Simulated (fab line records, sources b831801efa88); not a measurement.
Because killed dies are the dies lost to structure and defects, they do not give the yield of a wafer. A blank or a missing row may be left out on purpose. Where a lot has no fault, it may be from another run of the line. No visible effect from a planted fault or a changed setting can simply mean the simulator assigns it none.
fab line records -- flow sky130
[record] lots = 13, wafers = 38, lastDay = 50
route steps=708 shown VIA1@481 METAL2@499 VIA2@507 PAD_OPEN@708
lots that met no fault: from a run of the same line without faults
startH: hours from the record's first day to the start of the lot's first wafer shown -- waitH: hours from the lot's prior step to this one -- " same as the row above -- L1.1+2: one row covering several wafers at once -- - either no value or no given start -- * or withheld: withheld -- < > ~ a bound
route shown NAME@n: names a module that has steps shown in the file, with the first one's number in the route -- usual: the fault-free wafers' mean and standard deviation -- same: alike in all rows -- chamber/n: place in a boat -- sites: the reading at each site -- _std_site: their standard deviation -- _edge_site: mean of outer sites minus mean of inner sites -- radiusMm: for every site, how far away it sits from the centre of the wafer -- mask NAME#n: copy n -- behind: the last tool/chamber to shape the wafer -- hold: reason for holding the lot/hours on hold/outcome of the hold -- device: whichever transistor did not switch (one of n, p or np) -- end of line: tests of these same wafers at the route's end -- a step without rows: its recipe alone -- killed: count of dies lost to structure and defects at first sort (not the wafer's yield) -- map: a wafer's dies, marking killed ones x, the rest . and places with no die _
set.NAME: the setting as run; set.NAME@STEP: as run at that earlier step -- model.NAME: the simulator's own value behind a step, which no gauge read
the route's steps for a sample of lots (tables are steps, rows are wafers)
services: from which hour (startH, from the record's first day; less than 0 if before it) a tool's chamber was out of use, for how many hours, and why
[[steps]]
[step SKY_VIA1_THK_MEAS_23]
[recipe] thkMeasGauge = xrf, reads = W_of_VIA1_CVD_21
[usual] VIA1_W_THK = 270/4
lot.wafer,tool,chamber,startH,waitH,VIA1_W_THK[nm]
L936.1,filmMetro-01,-,795.86,0.1,275
L936.2,filmMetro-01,-,795.86,0.1,275
L936.6,filmMetro-01,-,795.86,0.1,272
L938.1,filmMetro-01,-,803.91,0.1,272
L938.3,filmMetro-01,-,803.91,0.1,276
L938.5,filmMetro-01,-,803.91,0.1,272
L940.1,filmMetro-01,-,805.52,0.1,268
L940.3,filmMetro-01,-,805.52,0.1,267
L940.5,filmMetro-01,-,805.52,0.1,273
L941.1,filmMetro-02,-,821.98,0.1,267
L941.2,filmMetro-02,-,821.98,0.1,264
L941.3,filmMetro-02,-,821.98,0.1,271
L942.1,filmMetro-01,-,830.52,0.1,270
L942.4,filmMetro-01,-,830.52,0.1,269
L942.6,filmMetro-01,-,830.52,0.1,271
L946.4,filmMetro-01,-,861.42,0.1,268
L946.6,filmMetro-01,-,861.42,0.1,270
L948.1,filmMetro-01,-,873.87,0.1,273
L948.2,filmMetro-01,-,873.87,0.1,272
L948.6,filmMetro-01,-,873.87,0.1,270
L952.4,filmMetro-02,-,910.47,0.1,265
L952.5,filmMetro-02,-,910.47,0.1,263
L952.6,filmMetro-02,-,910.47,0.1,264
L955.1,filmMetro-02,-,929.52,0.1,269
L955.4,filmMetro-02,-,929.52,0.1,264
L955.5,filmMetro-02,-,929.52,0.1,266
L956.1,filmMetro-03,-,932.50,0.1,270
L956.3,filmMetro-03,-,932.50,0.1,267
L956.6,filmMetro-03,-,932.50,0.1,272
L957.1,filmMetro-01,-,942.45,0.1,275
L957.5,filmMetro-01,-,942.45,0.1,275
L957.6,filmMetro-01,-,942.45,0.1,277
L958.2,filmMetro-03,-,949.10,0.1,267
L958.4,filmMetro-03,-,949.10,0.1,264
L958.6,filmMetro-03,-,949.10,0.1,267
L959.3,filmMetro-02,-,964.51,0.1,270
L959.4,filmMetro-02,-,964.51,0.1,271
L959.5,filmMetro-02,-,964.51,0.1,273
[step SKY_METAL2_OVL_MEAS_16]
[usual] METAL2_OVL = -2/5.6
lot.wafer,tool,chamber,startH,waitH,METAL2_OVL[nm]
L936.1,overlay-02,-,823.32,0.1,-5
L936.2,overlay-02,-,823.32,0.1,-2
L936.6,overlay-02,-,823.32,0.1,7
L938.1,overlay-01,-,830.59,0.1,-3
L938.3,overlay-01,-,830.59,0.1,1
L938.5,overlay-01,-,830.59,0.1,-1
L940.1,overlay-01,-,832.77,0.1,0
L940.3,overlay-01,-,832.77,0.1,0
L940.5,overlay-01,-,832.77,0.1,-5
L941.1,overlay-01,-,848.39,0.1,4
L941.2,overlay-01,-,848.39,0.1,-6
L941.3,overlay-01,-,848.39,0.1,-1
L942.1,overlay-02,-,856.79,0.1,-1
L942.4,overlay-02,-,856.79,0.1,-6
L942.6,overlay-02,-,856.79,0.1,-3
L946.4,overlay-02,-,887.61,0.1,6
L946.6,overlay-02,-,887.61,0.1,-2
L948.1,overlay-01,-,900.45,0.1,-5
L948.2,overlay-01,-,900.45,0.1,-6
L948.6,overlay-01,-,900.45,0.1,-10
L952.4,overlay-01,-,935.36,0.1,-4
L952.5,overlay-01,-,935.36,0.1,-6
L952.6,overlay-01,-,935.36,0.1,-4
L955.1,overlay-02,-,954.35,0.1,-1
L955.4,overlay-02,-,954.35,0.1,-3
L955.5,overlay-02,-,954.35,0.1,2
L956.1,overlay-02,-,956.95,0.1,-4
L956.3,overlay-02,-,956.95,0.1,-3
L956.6,overlay-02,-,956.95,0.1,-1
L957.1,overlay-01,-,966.89,0.1,3
L957.5,overlay-01,-,966.89,0.1,3
L957.6,overlay-01,-,966.89,0.1,3
L958.2,overlay-02,-,973.63,0.1,6
L958.4,overlay-02,-,973.63,0.1,7
L958.6,overlay-02,-,973.63,0.1,11
L959.3,overlay-01,-,988.95,0.1,-2
L959.4,overlay-01,-,988.95,0.1,2
L959.5,overlay-01,-,988.95,0.1,-7
[step SKY_VIA2_HDPCVD_00]
[recipe] material = SiO2, targetThkNm = 1180, sigmaOpenFrac = 0.3, timeS = 196.7, tempC = 400, sih4FlowSccm = 60, pressureMtorr = 6
[usual] sih4FlowSccm = 59.99/0.18
lot.wafer,tool,chamber,startH,waitH,sih4FlowSccm
L936.1,hdpcvd-01,1,824.14,0.0,60.08
L936.2,hdpcvd-01,0,824.14,0.0,60.07
L936.6,hdpcvd-01,1,824.14,0.0,59.79
L938.1,hdpcvd-01,1,831.46,0.0,60.34
L938.3,hdpcvd-01,2,831.46,0.0,59.84
L938.5,hdpcvd-01,2,831.46,0.0,60.02
L940.1,hdpcvd-01,1,833.63,0.0,60.13
L940.3,hdpcvd-01,0,833.63,0.0,60.22
L940.5,hdpcvd-01,1,833.63,0.0,60.18
L941.1,hdpcvd-02,2,849.21,0.0,60.01
L941.2,hdpcvd-02,1,849.21,0.0,60.14
L941.3,hdpcvd-02,0,849.21,0.0,59.77
L942.1,hdpcvd-02,0,857.62,0.0,59.89
L942.4,hdpcvd-02,0,857.62,0.0,60.16
L942.6,hdpcvd-02,2,857.62,0.0,59.66
L946.4,hdpcvd-01,0,888.47,0.1,71.81
L946.6,hdpcvd-01,2,888.47,0.1,72.13
L948.1,hdpcvd-01,0,901.33,0.0,72.28
L948.2,hdpcvd-01,2,901.33,0.0,72.27
L948.6,hdpcvd-01,1,901.33,0.0,71.62
L952.4,hdpcvd-02,1,936.29,0.1,60.07
L952.5,hdpcvd-02,0,936.29,0.1,59.98
L952.6,hdpcvd-02,2,936.29,0.1,59.88
L955.1,hdpcvd-02,1,955.25,0.0,59.96
L955.4,hdpcvd-02,0,955.25,0.0,59.71
L955.5,hdpcvd-02,2,955.25,0.0,60.14
L956.1,hdpcvd-02,2,957.83,0.0,60.07
L956.3,hdpcvd-02,0,957.83,0.0,60.25
L956.6,hdpcvd-02,1,957.83,0.0,59.91
L957.1,hdpcvd-02,2,967.73,0.0,60.01
L957.5,hdpcvd-02,2,967.73,0.0,59.68
L957.6,hdpcvd-02,1,967.73,0.0,59.93
L958.2,hdpcvd-01,2,974.45,0.0,59.71
L958.4,hdpcvd-01,1,974.45,0.0,60.19
L958.6,hdpcvd-01,2,974.45,0.0,60.12
L959.3,hdpcvd-01,2,989.79,0.0,59.94
L959.4,hdpcvd-01,0,989.79,0.0,60.15
L959.5,hdpcvd-01,2,989.79,0.0,60.11
[step SKY_VIA2_THK_MEAS_01]
[recipe] reads = SiO2_of_VIA2_HDPCVD_00
[usual] VIA2_HDPCVD_THK = 1170/14
lot.wafer,tool,chamber,startH,waitH,VIA2_HDPCVD_THK[nm]
L936.1,filmMetro-01,-,824.26,0.1,1183
L936.2,filmMetro-01,-,824.26,0.1,1170
L936.6,filmMetro-01,-,824.26,0.1,1194
L938.1,filmMetro-01,-,831.59,0.1,1167
L938.3,filmMetro-01,-,831.59,0.1,1163
L938.5,filmMetro-01,-,831.59,0.1,1162
L940.1,filmMetro-04,-,833.75,0.1,1176
L940.3,filmMetro-04,-,833.75,0.1,1150
L940.5,filmMetro-04,-,833.75,0.1,1168
L941.1,filmMetro-04,-,849.33,0.1,1157
L941.2,filmMetro-04,-,849.33,0.1,1176
L941.3,filmMetro-04,-,849.33,0.1,1182
L942.1,filmMetro-04,-,857.74,0.1,1179
L942.4,filmMetro-04,-,857.74,0.1,1185
L942.6,filmMetro-04,-,857.74,0.1,1166
L946.4,filmMetro-04,-,888.56,0.0,1385
L946.6,filmMetro-04,-,888.56,0.0,1391
L948.1,filmMetro-03,-,901.46,0.1,1390
L948.2,filmMetro-03,-,901.46,0.1,1378
L948.6,filmMetro-03,-,901.46,0.1,1401
L952.4,filmMetro-04,-,936.38,0.0,1177
L952.5,filmMetro-04,-,936.38,0.0,1183
L952.6,filmMetro-04,-,936.38,0.0,1185
L955.1,filmMetro-01,-,955.38,0.1,1199
L955.4,filmMetro-01,-,955.38,0.1,1185
L955.5,filmMetro-01,-,955.38,0.1,1184
L956.1,filmMetro-04,-,957.96,0.1,1175
L956.3,filmMetro-04,-,957.96,0.1,1179
L956.6,filmMetro-04,-,957.96,0.1,1190
L957.1,filmMetro-03,-,967.86,0.1,1168
L957.5,filmMetro-03,-,967.86,0.1,1165
L957.6,filmMetro-03,-,967.86,0.1,1184
L958.2,filmMetro-04,-,974.58,0.1,1159
L958.4,filmMetro-04,-,974.58,0.1,1168
L958.6,filmMetro-04,-,974.58,0.1,1165
L959.3,filmMetro-04,-,989.94,0.1,1171
L959.4,filmMetro-04,-,989.94,0.1,1179
L959.5,filmMetro-04,-,989.94,0.1,1159
[step SKY_VIA2_CD_MEAS_12]
[recipe] targetCdNm = 200
[usual] cdNm = 199.8/1.2
lot.wafer,tool,chamber,startH,waitH,cdNm
L936.1,cdSem-02,-,850.42,-,199.2
L936.2,cdSem-02,-,850.42,-,197.7
L936.6,cdSem-02,-,850.42,-,198.8
L938.1,cdSem-01,-,857.37,-,200.5
L938.3,cdSem-01,-,857.37,-,199.6
L938.5,cdSem-01,-,857.37,-,199.7
L940.1,cdSem-02,-,859.52,-,199.1
L940.3,cdSem-02,-,859.52,-,198.4
L940.5,cdSem-02,-,859.52,-,198.9
L941.1,cdSem-01,-,874.68,-,198.9
L941.2,cdSem-01,-,874.68,-,199.9
L941.3,cdSem-01,-,874.68,-,200.2
L942.1,cdSem-01,-,884.11,-,201.1
L942.4,cdSem-01,-,884.11,-,200.6
L942.6,cdSem-01,-,884.11,-,200.9
L946.4,cdSem-02,-,914.22,-,197.6
L946.6,cdSem-02,-,914.22,-,196.5
L948.1,cdSem-02,-,926.38,-,200.1
L948.2,cdSem-02,-,926.38,-,201.5
L948.6,cdSem-02,-,926.38,-,201.6
L952.4,cdSem-01,-,960.74,-,198.9
L952.5,cdSem-01,-,960.74,-,199.3
L952.6,cdSem-01,-,960.74,-,198.1
L955.1,cdSem-02,-,979.97,-,201.3
L955.4,cdSem-02,-,979.97,-,200.8
L955.5,cdSem-02,-,979.97,-,200.9
L956.1,cdSem-01,-,982.38,-,200.0
L956.3,cdSem-01,-,982.38,-,200.5
L956.6,cdSem-01,-,982.38,-,201.3
L957.1,cdSem-01,-,992.56,-,202.1
L957.5,cdSem-01,-,992.56,-,202.3
L957.6,cdSem-01,-,992.56,-,201.7
L958.2,cdSem-01,-,998.95,-,200.5
L958.4,cdSem-01,-,998.95,-,199.3
L958.6,cdSem-01,-,998.95,-,198.8
L959.3,cdSem-01,-,1014.80,-,199.2
L959.4,cdSem-01,-,1014.80,-,199.6
L959.5,cdSem-01,-,1014.80,-,201.3
[step SKY_PAD_OPEN_PROBE_99]
[usual] defectLimitedYield = 82.6/2, killed_at_M0_to_M3 = 43/7.1, killed_at_M4_up = 3.0/1.9, killedAtContacts = 24/5, killedAtFrontEnd = 15/4.3, killedAtOther = 0.3/0.5, killedDies = 85/9.6, killedOpen = 46/7.1, killedShort = 39/6.8, sort_bin_3_pad_short = 0.9/0.42, sort_bin_5_function = 10.2/1.4, sort_bin_6_memory = 6.3/1.2, sortNPass = 407/9.6, sortYieldPct = 82.6/2
[same] grossDies = 492, killedAtBackSide = 0, sort_bin_4_leakage[%] = 0, sort_bin_8_speed[%] = 0
lot.wafer,tool,chamber,startH,waitH,defectLimitedYield[%],killed_at_M0_to_M3,killed_at_M4_up,killedAtContacts,killedAtFrontEnd,killedAtOther,killedDies,killedOpen,killedShort,sort_bin_3_pad_short[%],sort_bin_5_function[%],sort_bin_6_memory[%],sortNPass,sortYieldPct[%]
L948.1,prober-02,-,1137.47,0.1,85.0,36,3,16,19,0,74,41,33,0.6,10.2,4.3,418,85.0
L948.2,prober-02,-,1137.52,0.1,83.1,43,0,25,14,1,83,42,41,0.8,11.2,4.9,409,83.1
L948.6,prober-02,-,1137.72,0.2,78.0,54,4,31,19,0,108,61,47,1.2,13.8,6.9,384,78.0
// killed by level:class
L948.1 VIA1:geometricParticle:open=14 CONTACT:geometricParticle:open=7 METAL2:geometricParticle:short=6 FIELD_ISO:geometricParticle:short=5 POLY_GATE:geometricParticle:short=5 LOCAL_INTERCONNECT:geometricParticle:short=5 VIA3:geometricParticle:open=5 FIELD_ISO:geometricParticle:open=3
L948.2 VIA1:geometricParticle:open=10 CONTACT:geometricParticle:open=8 METAL2:geometricParticle:short=8 FIELD_ISO:geometricParticle:short=6 LOCAL_INTERCONNECT:geometricParticle:short=5 METAL1:geometricParticle:short=5 FIELD_ISO:geometricParticle:open=4 CONTACT:geometricParticle:short=4
L948.6 CONTACT:geometricParticle:open=16 VIA2:geometricParticle:open=11 VIA3:geometricParticle:open=10 METAL1:geometricParticle:short=8 VIA1:geometricParticle:open=7 METAL2:geometricParticle:short=5 POLY_GATE:geometricParticle:short=4 LI_CONTACT:geometricParticle:open=4
[[services]]
tool,chamber,startH,hours,kind
hdpcvd-02,0,815.49,9.6,repair
hdpcvd-02,1,850.04,3.2,repair
hdpcvd-01,1,941.37,6.9,repair
hdpcvd-01,-,950.25,15.0,pm
hdpcvd-01,0,950.25,15.0,ventCycle
hdpcvd-01,1,950.25,15.0,ventCycle
hdpcvd-01,2,950.25,15.0,ventCycle
hdpcvd-01,0,965.25,-,clean
hdpcvd-01,1,965.25,-,clean
hdpcvd-01,2,965.25,-,clean
[[key]]
[firstSign] step = SKY_VIA2_HDPCVD_00, reading = sih4FlowSccm, direction = up, sigmas = 66, usual = 59.99, struck = 72.02
[effect] step = SKY_VIA2_THK_MEAS_01, reading = VIA2_HDPCVD_THK, direction = up, sigmas = 15, usual = 1170, struck = 1389
metAt SKY_VIA2_HDPCVD_00
struckLots L946,L948
notActingAt SKY_VIA1_THK_MEAS_23,SKY_METAL2_OVL_MEAS_16,SKY_VIA2_CD_MEAS_12
onsetBetween 833.63 888.47
[fault] kind = processParameterDrift, tool = hdpcvd-01, chamber = -, onsetH = 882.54, steps = SKY_VIA2_HDPCVD_00, channel = sih4FlowSccm, offset = 12, shape = step, endH = 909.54, actsIn = theseRecipesOnly, stated = 60
